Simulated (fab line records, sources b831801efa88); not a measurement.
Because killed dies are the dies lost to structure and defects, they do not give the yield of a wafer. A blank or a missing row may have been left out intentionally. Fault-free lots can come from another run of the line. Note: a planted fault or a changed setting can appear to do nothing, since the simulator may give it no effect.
fab line records	flow sky130
record lots=12	wafers=36	last_day=50
route steps=708 shown SD_N@349 LI_CONTACT@376 CONTACT@421
lots that met no fault: from a run of the same line without faults
start_h: hours from the record's first day to the start of the lot's first wafer shown	wait_h: how many hours have passed since the lot's step before this one	" same as the row above	L1.1+2: several wafers, shown together as one row	- no value present, or no start provided	* or withheld: withheld	< > ~ a bound
route shown NAME@n: names a module that has steps shown in the file, with the first one's number in the route	usual: the fault-free wafers' mean and standard deviation	same: alike in all rows	chamber/n: place in a boat	sites: the reading at each site	_std_site: how widely they spread, as a standard deviation	_edge_site: the outer-site mean with the inner-site mean subtracted	radius_mm: how far each site lies from the wafer's centre	mask NAME#n: copy n	behind: the tool/chamber that last shaped the wafer	hold: cause of the lot's hold/its duration in hours/its outcome	device: which transistor (n, p or np) failed to switch	end of line: tests run on the same wafers once the route is complete	a step without rows: its recipe alone	killed: dies that structure and defects cost at the first sort, which is not the same as the wafer's yield	map: a wafer's dies, marking killed ones x, the rest . and places with no die _
set.NAME: the run value of the setting; set.NAME@STEP: its run value at that earlier step	model.NAME: the simulator's own value behind a step, which no gauge read
the route's steps for a sample of lots (tables are steps, rows are wafers)
services: when a tool's chamber went out of use (start_h, in hours from the record's first day, below 0 if earlier), for how many hours, and the reason
## steps
# step SKY_SD_N_CD_MEAS_07
# recipe target_cd_nm=380
# usual cd_nm=379.9/2.6
lot.wafer	tool	chamber	start_h	wait_h	cd_nm
L790.1	cd_sem-02	-	651.85	0.1	377.7
L790.3	"	-	"	"	378.6
L790.4	"	-	"	"	379.2
L793.1	cd_sem-01	-	675.83	0.1	377.1
L793.3	"	-	"	"	376.7
L793.5	"	-	"	"	380.4
L794.4	cd_sem-01	-	684.21	0.1	380.5
L794.5	"	-	"	"	377.6
L794.6	"	-	"	"	380.0
L795.1	cd_sem-01	-	695.23	0.1	380.4
L795.4	"	-	"	"	380.0
L795.5	"	-	"	"	377.9
L796.3	cd_sem-02	-	698.77	0.1	379.6
L796.4	"	-	"	"	378.8
L796.5	"	-	"	"	380.6
L798.1	cd_sem-02	-	713.28	0.1	375.9
L798.2	"	-	"	"	373.8
L798.6	"	-	"	"	378.6
L801.1	cd_sem-02	-	728.35	0.1	382.6
L801.4	"	-	"	"	382.3
L801.5	"	-	"	"	381.1
L802.3	cd_sem-01	-	736.54	0.1	376.9
L802.4	"	-	"	"	377.9
L802.5	"	-	"	"	376.8
L804.1	cd_sem-02	-	750.40	0.1	372.2
L804.2	"	-	"	"	375.9
L804.5	"	-	"	"	375.0
L805.1	cd_sem-01	-	762.75	0.1	380.1
L805.3	"	-	"	"	381.3
L805.6	"	-	"	"	382.0
L806.1	cd_sem-02	-	777.90	0.1	382.2
L806.3	"	-	"	"	379.8
L806.6	"	-	"	"	378.6
L813.3	cd_sem-01	-	824.64	0.1	382.1
L813.4	"	-	"	"	384.7
L813.5	"	-	"	"	383.8
# step SKY_LI_CONTACT_ETCH_14
# recipe chemistry=N2/H2	target=BARC	ion_energy_ev=200	source_w=500	bias_w=100	pressure_mtorr=30	n2_flow_sccm=100	h2_flow_sccm=200	stop_on=SiO2	time_s=45.9	target_depth_a=600
# usual chamber_pressure_mTorr=29.997/0.025	drypump_motor_current_A=5.7/0.36	oes_product_au=0.855/0.0043	throttle_valve_pct=13.224/0.0094
lot.wafer	tool	chamber	start_h	wait_h	chamber_pressure_mTorr	drypump_motor_current_A	oes_product_au	rf_hours_counter_h	throttle_valve_pct
L790.1	rie_diel-01	0	681.83	0.0	29.959	5.6	0.858	58	13.212
L790.3	"	2	"	"	30.019	5.9	0.854	7	13.223
L790.4	"	2	"	"	29.980	5.9	0.854	-	13.222
L793.1	rie_diel-03	2	705.65	0.0	29.988	5.7	0.846	11	13.220
L793.3	"	1	"	"	29.990	6.2	0.857	44	13.241
L793.5	"	2	"	"	29.998	5.7	0.851	-	13.229
L794.4	rie_diel-02	3	713.78	0.0	30.009	5.7	0.863	10	13.217
L794.5	"	0	"	"	30.008	5.5	0.848	-	13.227
L794.6	"	3	"	"	29.996	5.6	0.849	-	13.224
L795.1	rie_diel-03	1	724.38	0.0	29.956	6.2	0.857	45	13.219
L795.4	"	2	"	"	30.036	5.8	0.857	11	13.242
L795.5	"	0	"	"	29.989	5.8	0.859	-	13.225
L796.3	rie_diel-01	3	727.68	0.0	29.999	5.8	0.845	2	13.216
L796.4	"	0	"	"	30.026	5.6	0.849	-	13.226
L796.5	"	3	"	"	29.963	5.8	0.853	-	13.229
L798.1	rie_diel-03	2	742.03	0.0	29.988	5.8	0.850	12	13.246
L798.2	"	3	"	"	29.983	5.7	0.864	7	13.222
L798.6	"	3	"	"	29.972	5.7	0.852	-	13.240
L801.1	rie_diel-03	3	756.55	0.0	30.049	5.7	0.850	8	13.234
L801.4	"	2	"	"	30.003	5.8	0.863	-	13.219
L801.5	"	3	"	"	30.014	5.7	0.856	-	13.226
L802.3	rie_diel-02	3	765.73	0.0	30.000	5.7	0.859	11	13.225
L802.4	"	1	"	"	29.961	6.4	0.864	-	13.225
L802.5	"	0	"	"	29.994	5.5	0.857	-	13.225
L804.1	rie_diel-02	2	779.88	0.0	29.948	4.9	0.854	4	13.226
L804.2	"	1	"	"	29.992	6.4	0.853	10	13.222
L804.5	"	2	"	"	30.003	4.9	0.858	-	13.238
L805.1	rie_diel-03	0	791.93	0.0	29.983	5.8	0.853	10	13.227
L805.3	"	1	"	"	30.041	6.2	0.862	1	13.223
L805.6	"	3	"	"	29.958	5.7	0.862	-	13.242
L806.1	rie_diel-02	0	805.45	0.0	29.956	5.5	0.861	10	13.215
L806.3	"	2	"	"	29.998	4.9	0.854	5	13.229
L806.6	"	3	"	"	29.980	5.7	0.855	-	13.223
L813.3	rie_diel-02	3	853.14	0.0	29.979	5.7	0.856	13	13.225
L813.4	"	1	"	"	30.017	6.4	0.846	12	13.233
L813.5	"	3	"	"	29.987	5.7	0.856	-	13.218
# step SKY_LI_CONTACT_CVD_21
# recipe material=W	target_thk_nm=400	time_s=120.56	temp_c=400	pressure_torr=40
# usual heater_power_w=921/120
lot.wafer	tool	chamber	start_h	wait_h	heater_power_w
L790.1	cvd_w-01	1	682.40	0.0	1026
L790.3	"	0	"	"	996
L790.4	"	1	"	"	1003
L793.1	cvd_w-01	1	706.21	0.0	996
L793.3	"	0	"	"	1008
L793.5	"	0	"	"	1012
L794.4	cvd_w-02	1	714.38	0.1	708
L794.5	"	0	"	"	812
L794.6	"	1	"	"	716
L795.1	cvd_w-01	0	724.94	0.0	1030
L795.4	"	0	"	"	1028
L795.5	"	1	"	"	1024
L796.3	cvd_w-02	1	728.30	0.1	705
L796.4	"	0	"	"	826
L796.5	"	0	"	"	831
L798.1	cvd_w-02	0	742.59	0.0	820
L798.2	"	1	"	"	715
L798.6	"	1	"	"	716
L801.1	cvd_w-01	0	757.11	0.0	1014
L801.4	"	0	"	"	1005
L801.5	"	0	"	"	1022
L802.3	cvd_w-01	1	766.33	0.1	1018
L802.4	"	0	"	"	1053
L802.5	"	0	"	"	1016
L804.1	cvd_w-01	1	780.44	0.0	1020
L804.2	"	0	"	"	1022
L804.5	"	0	"	"	1017
L805.1	cvd_w-01	1	792.49	0.0	1051
L805.3	"	1	"	"	1025
L805.6	"	0	"	"	1004
L806.1	cvd_w-02	0	806.01	0.0	840
L806.3	"	1	"	"	735
L806.6	"	1	"	"	729
L813.3	cvd_w-02	1	853.74	0.1	719
L813.4	"	0	"	"	802
L813.5	"	1	"	"	716
# step SKY_LI_CONTACT_RS_MEAS_22
# recipe thk_meas_gauge=four-point-probe	reads=W_of_LI_CONTACT_CVD_21+TiN_of_LI_CONTACT_SPUTTER_20+Ti_of_LI_CONTACT_SPUTTER_19
# usual LI_CONTACT_W_RS=0.284/0.0045
lot.wafer	tool	chamber	start_h	wait_h	LI_CONTACT_W_RS[ohm/sq]
L790.1	film_metro-01	-	682.53	0.1	0.280
L790.3	"	-	"	"	0.289
L790.4	"	-	"	"	0.281
L793.1	film_metro-01	-	706.34	0.1	0.274
L793.3	"	-	"	"	0.284
L793.5	"	-	"	"	0.285
L794.4	film_metro-02	-	714.53	0.1	0.288
L794.5	"	-	"	"	0.286
L794.6	"	-	"	"	0.283
L795.1	film_metro-02	-	725.06	0.1	0.289
L795.4	"	-	"	"	0.285
L795.5	"	-	"	"	0.276
L796.3	film_metro-03	-	728.42	0.1	0.288
L796.4	"	-	"	"	0.285
L796.5	"	-	"	"	0.283
L798.1	film_metro-01	-	742.72	0.1	0.285
L798.2	"	-	"	"	0.284
L798.6	"	-	"	"	0.282
L801.1	film_metro-03	-	757.24	0.1	0.284
L801.4	"	-	"	"	0.286
L801.5	"	-	"	"	0.283
L802.3	film_metro-03	-	766.45	0.1	0.281
L802.4	"	-	"	"	0.289
L802.5	"	-	"	"	0.290
L804.1	film_metro-02	-	780.56	0.1	0.280
L804.2	"	-	"	"	0.268
L804.5	"	-	"	"	0.269
L805.1	film_metro-02	-	792.61	0.1	0.283
L805.3	"	-	"	"	0.278
L805.6	"	-	"	"	0.268
L806.1	film_metro-02	-	806.14	0.1	0.286
L806.3	"	-	"	"	0.286
L806.6	"	-	"	"	0.284
L813.3	film_metro-02	-	853.87	0.1	0.283
L813.4	"	-	"	"	0.286
L813.5	"	-	"	"	0.287
# step SKY_CONTACT_OVL_MEAS_15
# usual CONTACT_OVL=1/5.1
lot.wafer	tool	chamber	start_h	wait_h	CONTACT_OVL[nm]
L790.1	overlay-01	-	738.97	0.1	1
L790.3	"	-	"	"	-1
L790.4	"	-	"	"	-5
L793.1	overlay-01	-	763.65	0.1	1
L793.3	"	-	"	"	-6
L793.5	"	-	"	"	-2
L794.4	overlay-01	-	770.29	0.1	6
L794.5	"	-	"	"	9
L794.6	"	-	"	"	-2
L795.1	overlay-01	-	781.67	0.1	8
L795.4	"	-	"	"	12
L795.5	"	-	"	"	0
L796.3	overlay-01	-	784.00	0.1	-1
L796.4	"	-	"	"	1
L796.5	"	-	"	"	-3
L798.1	overlay-01	-	798.14	0.1	-4
L798.2	"	-	"	"	8
L798.6	"	-	"	"	5
L801.1	overlay-01	-	813.59	0.1	-4
L801.4	"	-	"	"	4
L801.5	"	-	"	"	-6
L802.3	overlay-01	-	821.98	0.1	0
L802.4	"	-	"	"	-3
L802.5	"	-	"	"	-5
L804.1	overlay-02	-	833.94	0.1	7
L804.2	"	-	"	"	4
L804.5	"	-	"	"	8
L805.1	overlay-02	-	845.99	0.1	8
L805.3	"	-	"	"	15
L805.6	"	-	"	"	9
L806.1	overlay-02	-	859.17	0.1	5
L806.3	"	-	"	"	-2
L806.6	"	-	"	"	-1
L813.3	overlay-01	-	906.68	0.1	-1
L813.4	"	-	"	"	-7
L813.5	"	-	"	"	-3
## services
tool	chamber	start_h	hours	kind
rie_diel-01	3	659.21	-	clean
rie_diel-01	3	659.21	23.7	scheduled_down
rie_diel-01	3	659.21	23.7	vent_cycle
rie_diel-03	1	671.73	6.3	repair
rie_diel-01	-	679.00	2.7	repair
rie_diel-02	-	679.48	2.8	pm
rie_diel-03	-	681.75	2.8	pm
rie_diel-03	2	684.59	6.7	repair
rie_diel-01	0	688.08	-	clean
rie_diel-01	2	698.04	8.8	repair
rie_diel-03	3	708.56	15.6	repair
rie_diel-01	0	718.96	5.4	repair
rie_diel-01	2	723.79	4.3	repair
rie_diel-03	1	739.41	-	clean
rie_diel-03	1	739.41	24.8	scheduled_down
rie_diel-03	1	739.41	24.8	vent_cycle
rie_diel-02	2	759.69	8.5	repair
rie_diel-01	1	783.22	52.3	repair
rie_diel-02	-	785.65	0.3	repair
rie_diel-01	-	788.40	1.1	repair
rie_diel-02	3	803.67	1.5	repair
cvd_w-02	-	808.26	2.1	repair
rie_diel-02	1	811.93	5.0	repair
rie_diel-01	3	822.50	3.9	repair
## key
first_sign step=SKY_LI_CONTACT_RS_MEAS_22	reading=LI_CONTACT_W_RS	direction=down	sigmas=3.5	usual=0.284	struck=0.268
effect none on later readings
met_at SKY_LI_CONTACT_CVD_21
struck_lots L804,L805
struck_wafers L804.2,L804.5,L805.6
tester_left_out L804,L805
not_acting_at SKY_SD_N_CD_MEAS_07,SKY_LI_CONTACT_ETCH_14,SKY_CONTACT_OVL_MEAS_15
onset_between 766.33 780.44
fault kind=process_parameter_drift	tool=cvd_w-01	chamber=0	onset_h=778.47	steps=SKY_LI_CONTACT_CVD_21	channel=target_thk_nm	offset=31.866	shape=step	end_h=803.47	acts_in=these_recipes_only	stated=400
# tester_left_out: of these lots the tester's yield and bins aren't shown, on N5 and GAA mostly nor the transistor test; their killed dies are dies lost to structure and defects alone, not to doping, threshold or leakage, so they don't give the yield
